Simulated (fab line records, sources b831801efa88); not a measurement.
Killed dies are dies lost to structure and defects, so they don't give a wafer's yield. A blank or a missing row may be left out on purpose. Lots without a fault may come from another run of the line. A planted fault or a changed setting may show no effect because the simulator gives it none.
One fault seen from 2 desks | flow sky130 | each desk has only its own numbers; what lay behind them comes last

THE METROLOGY DESK
What the gauges read, lot by lot, whatever tool the lot ran on: means of the sampled wafers that have a number. A lot is out of limits, marked OUT, if its mean lies more than 4 standard deviations from the usual mean; the brackets give that distance.
Columns: A = LDD_HVP_TW at SKY_LDD_HVP_TW_MEAS_10, usual 455.6; B = LDD_LDN_OVL at SKY_LDD_LDN_OVL_MEAS_07, usual -1.4 nm
lot  | first seen here | A     | B
L332 | day 23 05:10    | 458.7 | -3.9
L333 | day 23 18:34    | 454.0 | -1.5
L340 | day 26 06:56    | 456.8 | -2.4
L342 | day 26 11:28    | 454.4 | 1.4
L348 | day 28 05:33    | 454.6 | -2.8
L352 | day 29 13:54    | 454.9 | -2.9
This desk's finding: nothing out of limits on any of the 6 lots.

THE TOOL OWNER'S DESK: implanter-01
The tool's own readings at SKY_LDD_LDN_IMPLANT_10: means of the sampled wafers that have a number, for each lot that ran on this tool. A lot is out of limits, marked OUT, if its mean lies more than 4 standard deviations from the usual mean; the brackets give that distance.
Columns: A = beam_energy_keV at SKY_LDD_LDN_IMPLANT_10, usual 15.000; B = end_station_pressure_torr at SKY_LDD_LDN_IMPLANT_10, usual 5.08e-06 Torr
lot  | first seen here | A                | B
L333 | day 25 00:29    | 14.998           | 5.28e-06
L340 | day 27 11:47    | 15.382 (+83) OUT | 5.05e-06
L342 | day 27 16:32    | 15.384 (+84) OUT | 5.17e-06
This desk's finding: out of limits on L340, L342; first on L340, day 27 11:47 (beam_energy_keV at SKY_LDD_LDN_IMPLANT_10). In limits: L333.

PUT TOGETHER
The tool owner's desk could have raised an alarm at day 27 11:47, on L340, L342.
The metrology desk saw nothing out of limits.
The metrology desk has L340, L342 on record, within its limits.
Of the lots named, all ran SKY_LDD_LDN_IMPLANT_10 on implanter-01.

WHAT THE SIMULATOR HAD PUT IN
Process parameter drift: implanter-01, from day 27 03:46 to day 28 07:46, at SKY_LDD_LDN_IMPLANT_10. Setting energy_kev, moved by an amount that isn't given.
Lots struck among those shown: L340, L342.
Hours from the fault's start to each desk's first reading out of limits: the tool owner's desk, 8.
